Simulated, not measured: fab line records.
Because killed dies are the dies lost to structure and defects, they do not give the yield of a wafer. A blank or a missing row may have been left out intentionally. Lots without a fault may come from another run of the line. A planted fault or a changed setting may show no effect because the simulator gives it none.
fab line records | flow sky130 | part 2 of 2: steps 25 to 35 of 35
record lots=5 wafers=15 lastDay=50
route steps=708 shown VIA4@660 METAL5@661 PASSIVATION@681 PAD_OPEN@694
lots that met no fault: taken from a fault-free run of the same line
startH: the number of hours between the record's first day and the start of the first shown wafer of the lot | waitH: how many hours have passed since the lot's step before this one | " unchanged from the row above | L1.1+2: one row covering several wafers at once | - either no value or no given start | * or withheld: withheld | < > ~ a bound
route shown NAME@n: a module of which the file shows steps, and the number in the route of the first | usual: the fault-free wafers' mean and standard deviation | same: alike in all rows | chamber/n: place in a boat | sites: per-site readings | _std_site: standard deviation across them | _edge_site: outer sites' mean less inner sites' | radiusMm: for every site, how far away it sits from the centre of the wafer | mask NAME#n: copy n | behind: the last tool/chamber to shape the wafer | hold: cause of the lot's hold/its duration in hours/its outcome | device: which transistor (n, p or np) failed to switch | end of line: the route-end tests of the same wafers | a step given without rows: its recipe and nothing more | killed: dies that structure and defects cost at the first sort, which is not the same as the wafer's yield | map: per-die view of a wafer (x killed, . not killed, _ where there is no die)
set.NAME: the setting the step ran with; set.NAME@STEP: the setting that earlier step ran with | model.NAME: the simulator's own value behind a step, which no gauge read
a table for each step, a row for each wafer; lots at some steps of the route
services: a tool's chamber out of use, with start hour (startH, from the record's first day; less than 0 if before it), hours out, and reason
## steps
# step SKY_PASSIVATION_THK_MEAS_03
# recipe reads=Si3N4_of_PASSIVATION_CVD_02
# usual PASSIVATION_CVD_02_THK=540/6
# columns lot.wafer tool chamber startH waitH PASSIVATION_CVD_02_THK[nm]
L078.2 filmMetro-04 - 1060.59 - 540
L078.3 " - " " 531
L078.5 " - " " 543
L084.2 filmMetro-04 - 1102.19 - 535
L084.4 " - " " 546
L084.5 " - " " 542
L086.2 filmMetro-04 - 1114.63 - 531
L086.3 " - " " 536
L086.5 " - " " 546
L088.2 filmMetro-03 - 1123.45 - 534
L088.3 " - " " 539
L088.4 " - " " 541
L096.1 filmMetro-04 - 1165.36 - 545
L096.3 " - " " 539
L096.4 " - " " 558
# step SKY_PASSIVATION_DEHYDRATE_04
# recipe tempC=200 timeS=60
# columns lot.wafer tool chamber startH waitH
L078.2+3+5 lithoTrack-02 0 1071.63 11.0
L084.2+4+5 lithoTrack-04 0 1112.18 10.0
L086.2+3+5 lithoTrack-04 0 1123.43 8.8
L088.2+3+4 lithoTrack-04 0 1132.78 9.3
L096.1+3+4 lithoTrack-03 0 1173.04 7.7
# step SKY_PASSIVATION_HMDS_05
# recipe primeTimeS=60 primeTempC=120
# usual primeTempC=119.97/0.15
# columns lot.wafer tool chamber startH waitH primeTempC
L078.2 lithoTrack-02 0 1071.78 0.1 119.84
L078.3 " 0 " " 119.85
L078.5 " 0 " " 119.86
L084.2 lithoTrack-04 0 1112.33 0.1 120.06
L084.4 " 0 " " 119.84
L084.5 " 0 " " 120.02
L086.2 lithoTrack-04 0 1123.58 0.1 120.20
L086.3 " 0 " " 120.00
L086.5 " 0 " " 120.05
L088.2 lithoTrack-04 0 1132.93 0.1 119.99
L088.3 " 0 " " 119.91
L088.4 " 0 " " 119.83
L096.1 lithoTrack-03 0 1173.19 0.1 119.82
L096.3 " 0 " " 119.87
L096.4 " 0 " " 119.80
# step SKY_PASSIVATION_COAT_06
# recipe spinRpm=2000 resistThkNm=3000
# columns lot.wafer tool chamber startH waitH
L078.2+3+5 lithoTrack-02 0 1071.93 0.1
L084.2+4+5 lithoTrack-04 0 1112.48 0.1
L086.2+3+5 lithoTrack-04 0 1123.73 0.1
L088.2+3+4 lithoTrack-04 0 1133.08 0.1
L096.1+3+4 lithoTrack-03 0 1173.34 0.1
# step SKY_PASSIVATION_SOFTBAKE_07
# recipe tempC=110 timeS=withheld
# columns lot.wafer tool chamber startH waitH
L078.2+3+5 lithoTrack-02 0 1072.09 0.1
L084.2+4+5 lithoTrack-04 0 1112.64 0.1
L086.2+3+5 lithoTrack-04 0 1123.89 0.1
L088.2+3+4 lithoTrack-04 0 1133.24 0.1
L096.1+3+4 lithoTrack-03 0 1173.49 0.1
# step SKY_PASSIVATION_EXPOSE_08
# recipe maskId=NSM targetCdNm=3000 na=0.57 doseMj=260
# usual focusOffsetNm=0.0/0.56
# columns lot.wafer tool chamber startH waitH mask focusOffsetNm
L078.2 ilineStepper-02 0 - - NSM#0 -1.1
L078.3 " 0 " " NSM#0 -0.4
L078.5 " 0 " " NSM#0 -0.6
L084.2 ilineStepper-02 0 - - NSM#0 -0.1
L084.4 " 0 " " NSM#0 0.2
L084.5 " 0 " " NSM#0 0.3
L086.2 ilineStepper-01 0 - - NSM#0 0.7
L086.3 " 0 " " NSM#0 0.1
L086.5 " 0 " " NSM#0 0.9
L088.2 ilineStepper-02 0 - - NSM#0 -0.1
L088.3 " 0 " " NSM#0 -0.7
L088.4 " 0 " " NSM#0 -0.3
L096.1 ilineStepper-01 0 - - NSM#0 -0.7
L096.3 " 0 " " NSM#0 0.7
L096.4 " 0 " " NSM#0 0.5
# step SKY_PASSIVATION_PEB_09
# recipe tempC=115 timeS=withheld
# columns lot.wafer tool chamber startH waitH
L078.2+3+5 lithoTrack-04 0 - -
L084.2+4+5 lithoTrack-03 0 - -
L086.2+3+5 lithoTrack-02 0 - -
L088.2+3+4 lithoTrack-02 0 - -
L096.1+3+4 lithoTrack-02 0 - -
# step SKY_PASSIVATION_DEVELOP_10
# recipe developTimeS=60 devTempC=23
# columns lot.wafer tool chamber startH waitH
L078.2+3+5 lithoTrack-04 0 - -
L084.2+4+5 lithoTrack-03 0 - -
L086.2+3+5 lithoTrack-02 0 - -
L088.2+3+4 lithoTrack-02 0 - -
L096.1+3+4 lithoTrack-02 0 - -
# step SKY_PASSIVATION_ETCH_11
# recipe chemistry=CF4/O2 targetDepthNm=725 stopOn=AlCu sourceW=800 biasW=150 pressureMtorr=150 cf4FlowSccm=80 O2_flow_sccm=10 timeS=161.1
# usual drypumpMotorCurrentA=5.7/0.39 oesProductAu=0.977/0.0065 rfFwdPowerW=797.4/2.8 throttleValvePct=5.964/0.0083
# columns lot.wafer tool chamber startH waitH drypumpMotorCurrentA oesProductAu rfFwdPowerW rfHoursCounterH throttleValvePct
L078.2 rieDiel-03 2 1082.06 - 6.1 0.980 796.2 12 5.965
L078.3 " 3 " " 5.7 0.968 801.8 18 5.972
L078.5 " 1 " " 5.7 0.985 798.4 - 5.968
L084.2 rieDiel-02 1 1122.44 - 5.5 0.974 797.7 17 5.959
L084.4 " 0 " " 5.7 0.981 794.1 1 5.966
L084.5 " 1 " " 5.5 0.981 798.3 - 5.963
L086.2 rieDiel-04 1 1134.31 - 5.4 0.963 799.9 15 5.969
L086.3 " 3 " " 5.6 0.972 801.0 20 5.968
L086.5 " 2 " " 6.1 0.982 797.2 - 5.958
L088.2 rieDiel-02 0 1142.76 - 5.7 0.971 796.6 2 5.954
L088.3 " 3 " " 4.8 0.976 797.0 27 5.957
L088.4 " 2 " " 6.0 0.974 798.5 24 5.966
L096.1 rieDiel-03 0 1181.76 - 5.7 0.977 801.1 15 5.975
L096.3 " 2 " " 6.1 0.979 795.1 15 5.963
L096.4 " 1 " " 5.7 0.993 796.0 13 5.974
# step SKY_PASSIVATION_STRIP_12
# recipe chemistry=O2/N2 powerW=1400 pressureMtorr=1500 platenTempC=withheld overashFraction=0.7 o2FlowSccm=3000 n2FlowSccm=300
# usual drypumpMotorCurrentA=5.6/0.34 n2FlowSccm=299.9/0.95 oesProductAu=0.661/0.0043 stripTimeToEndpointS=31.53/0.12
# columns lot.wafer tool chamber startH waitH drypumpMotorCurrentA n2FlowSccm oesProductAu rfHoursCounterH stripTimeToEndpointS
L078.2 plasmaAsher-04 1 1082.16 0.1 6.1 300.6 0.668 30 31.32
L078.3 " 0 " " 5.7 299.5 0.656 - 31.39
L078.5 " 1 " " 6.1 299.9 0.654 - 31.54
L084.2 plasmaAsher-04 0 1122.54 0.1 5.7 299.6 0.657 34 31.52
L084.4 " 0 " " 5.7 299.8 0.662 - 31.69
L084.5 " 1 " " 6.1 300.9 0.666 - 31.62
L086.2 plasmaAsher-02 0 1134.42 0.1 5.3 299.8 0.665 6 31.37
L086.3 " 1 " " 5.1 299.7 0.661 - 31.40
L086.5 " 0 " " 5.3 299.5 0.655 - 31.52
L088.2 plasmaAsher-04 0 1142.87 0.1 5.7 298.8 0.661 36 31.37
L088.3 " 1 " " 6.1 300.0 0.664 - 31.30
L088.4 " 0 " " 5.7 298.9 0.664 - 31.49
L096.1 plasmaAsher-03 1 1181.87 0.1 5.3 300.8 0.669 84 31.53
L096.3 " 0 " " 5.6 299.0 0.661 - 31.41
L096.4 " 1 " " 5.3 300.5 0.653 - 31.57
# step SKY_PAD_OPEN_DEHYDRATE_00
# recipe tempC=200 timeS=60
# columns lot.wafer tool chamber startH waitH
L078.2+3+5 lithoTrack-04 0 1092.33 10.1
L084.2+4+5 lithoTrack-04 0 1131.78 9.2
L086.2+3+5 lithoTrack-02 0 1143.13 8.7
L088.2+3+4 lithoTrack-01 0 1151.24 8.3
L096.1+3+4 lithoTrack-01 0 1189.26 7.4
## services
# columns tool chamber startH hours kind
rieMetal-04 - 1014.48 2.8 pm
rieDiel-03 1 1015.15 8.8 repair
wetBench-01 - 1017.15 4.2 repair
cmp-02 - 1017.71 1.4 repair
pvdSputter-03 - 1018.01 11.2 repair
plasmaAsher-02 - 1019.28 2.9 repair
cmp-02 - 1027.03 1.1 repair
cmp-02 - 1034.09 1.1 repair
cmp-01 - 1046.07 1.1 repair
pecvd-01 1 1052.67 1.8 repair
plasmaAsher-02 - 1055.25 9.0 pm
wetBench-01 - 1067.20 3.3 repair
pvdSputter-04 - 1094.09 1.2 repair
pvdSputter-03 - 1104.74 7.5 repair
plasmaAsher-02 - 1113.65 0.8 repair
ilineStepper-02 - 1116.50 1.7 pm
pecvd-04 - 1120.50 0.3 repair
ilineStepper-01 - 1130.64 1.7 pm
pecvd-04 1 1150.91 4.0 repair
cmp-01 - 1161.37 0.6 repair
ilineStepper-02 - 1163.65 2.2 repair
rieMetal-03 1 1165.43 2.8 repair
pvdSputter-04 - 1172.60 5.2 repair
cmp-01 - 1175.64 15.8 pm
